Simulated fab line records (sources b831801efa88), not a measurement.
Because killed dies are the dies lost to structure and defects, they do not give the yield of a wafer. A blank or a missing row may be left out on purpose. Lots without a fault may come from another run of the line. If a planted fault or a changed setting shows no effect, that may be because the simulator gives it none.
Matching of chambers + flow sky130 + rie_diel-02 running SKY_SONOS_ONO_ETCH_15: 4 sister chambers
The step etches the open film in CHF3/O2, target depth 19.52 nm, time 7.8 s. 4 wafers are shown with their chamber, then 11 later ones without.

## WAFERS WITH THEIR CHAMBER
| wafer  | chamber | oes_product_au (a.u.) |
|--------|---------|-----------------------|
| L081.1 | 3       | 1.000                 |
| L085.2 | 0       | 0.988                 |
| L085.6 | 1       | 0.994                 |
| L087.1 | 2       | 1.002                 |

## WAFERS WITH NO CHAMBER GIVEN
| wafer  | oes_product_au (a.u.) |
|--------|-----------------------|
| L087.3 | 1.000                 |
| L087.6 | 1.000                 |
| L089.2 | 1.010                 |
| L089.5 | 1.009                 |
| L089.6 | 0.994                 |
| L090.3 | 0.998                 |
| L090.5 | 0.999                 |
| L090.6 | 1.007                 |
| L094.1 | 0.990                 |
| L094.3 | 0.984                 |
| L094.4 | 1.008                 |

## CHAMBER TAKEN BY EACH
| wafer  | from the rows above               | in truth |
|--------|-----------------------------------|----------|
| L087.3 | can't be placed: 3 or 2 or 1      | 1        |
| L087.6 | can't be placed: 3 or 2 or 1      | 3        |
| L089.2 | can't be placed: 2 or 3 or 1      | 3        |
| L089.5 | can't be placed: 2 or 3 or 1      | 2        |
| L089.6 | can't be placed: 1 or 0 or 3 or 2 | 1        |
| L090.3 | can't be placed: 3 or 1 or 2 or 0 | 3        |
| L090.5 | can't be placed: 3 or 2 or 1      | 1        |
| L090.6 | can't be placed: 2 or 3 or 1      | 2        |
| L094.1 | can't be placed: 0 or 1 or 3      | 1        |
| L094.3 | can't be placed: 0 or 1           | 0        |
| L094.4 | can't be placed: 2 or 3 or 1      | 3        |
0 of 11 placed correctly. These rows do not allow placing 11 (true chamber among the candidates in 11). Placed wrongly: 0.
How it was worked out, from the rows above alone: a wafer's distance from a chamber is the root of the sum, over the readings, of the square of ((its reading less the chamber's mean) divided by the reading's scatter). If the next closest chamber is less than 2 further off than the closest, the wafer can't be placed; otherwise it belongs to the closest. A chamber's mean is the mean of its shown wafers. The scatter: with one shown wafer a chamber, the root of the mean of the squares of how far each hidden wafer lies from its nearest shown one.
